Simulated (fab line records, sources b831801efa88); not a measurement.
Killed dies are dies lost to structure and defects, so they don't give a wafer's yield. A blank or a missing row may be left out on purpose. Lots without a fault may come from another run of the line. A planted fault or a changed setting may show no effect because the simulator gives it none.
A struck lot beside a sound one | flow sky130 | 14 steps out of a route of 708
Sound: wafers L320.2, L320.4, L320.5. Struck: wafers L328.1, L328.4, L328.5. The cause comes at the end.
At each step with rows: each side's tool, then ch and its chambers, then its first start. Under that, the readings that differ: sound wafers | struck wafers | difference of the means | sigmas: that difference in standard deviations of wafers without a fault.
alike: readings whose means differ by less than 2 such deviations, and words and numbers that are the same on both sides. not compared: withheld readings, readings that some wafer has no value for, bounds like >300 that may hide the same value, and numbers for which the record gives no deviation and whose values overlap.
The two part at a step that has a row with sigmas, a row that says differs or no value, or rows on one side only. Numbers that don't overlap but have no deviation are shown without sigmas and don't part them. A reading that every wafer of one side lacks parts them only if that side has two wafers or more.

first, 2 steps without rows for these wafers: SKY_VT_ADJUST_LVTN_PEB_05; SKY_VT_ADJUST_LVTN_DEVELOP_06 (develop time 60 s).
SKY_VT_ADJUST_LVTN_OVL_MEAS_07:
  sound on overlay-01, day 8 00:08; struck on overlay-02, day 10 01:26
  alike: VT_ADJUST_LVTN_OVL
then, 1 step without rows for these wafers: SKY_VT_ADJUST_LVTN_IMPLANT_08.
SKY_VT_ADJUST_LVTN_STRIP_09: strips in O2/N2.
  sound on plasma_asher-02 ch 0,1, day 8 00:19; struck on plasma_asher-01 ch 0,1, day 10 01:38
  alike: drypump_motor_current_A, o2_flow_sccm, oes_product_au, strip_time_to_endpoint_s
  not compared: rf_hours_counter_h
SKY_VT_ADJUST_LVTN_TW_MEAS_10:
  sound on film_metro-03, day 8 00:26; struck on film_metro-01, day 10 01:44
  alike: VT_ADJUST_LVTN_TW
then, 6 steps without rows for these wafers: SKY_VT_ADJUST_LVTN_DEHYDRATE_11 (time 60 s); SKY_VT_ADJUST_LVTN_HMDS_12 (prime time 60 s); SKY_VT_ADJUST_LVTN_COAT_13 (resist thk 1140 nm); SKY_VT_ADJUST_LVTN_SOFTBAKE_14 (time 60 s); SKY_VT_ADJUST_LVTN_EXPOSE_15 (exposes mask HVN STD DERIVED, target cd 600 nm); SKY_VT_ADJUST_LVTN_PEB_16.
SKY_VT_ADJUST_LVTN_DEVELOP_17: develop time 60 s.
  sound on litho_track-03 ch 0, day 8 19:37; struck on litho_track-02, day 10 23:43
  no value came back on the struck wafers for chill_plate_temp_C (C), develop_time_s (s); on the sound wafers chill_plate_temp_C (C) reads 22.82 22.96 22.74
SKY_VT_ADJUST_LVTN_OVL_MEAS_18:
  sound on overlay-01, day 8 19:45; struck on overlay-01, day 10 23:52
  reading                    | sound          | struck | difference                    | sigmas
  VT_ADJUST_LVTN_01_OVL (nm) | -0.7 -2.3 -0.8 | - - -  | no value on the struck wafers |

WHERE THEY PART
First at SKY_VT_ADJUST_LVTN_DEVELOP_17; last, within this record, at SKY_VT_ADJUST_LVTN_OVL_MEAS_18.

WHY: what the simulator had put in
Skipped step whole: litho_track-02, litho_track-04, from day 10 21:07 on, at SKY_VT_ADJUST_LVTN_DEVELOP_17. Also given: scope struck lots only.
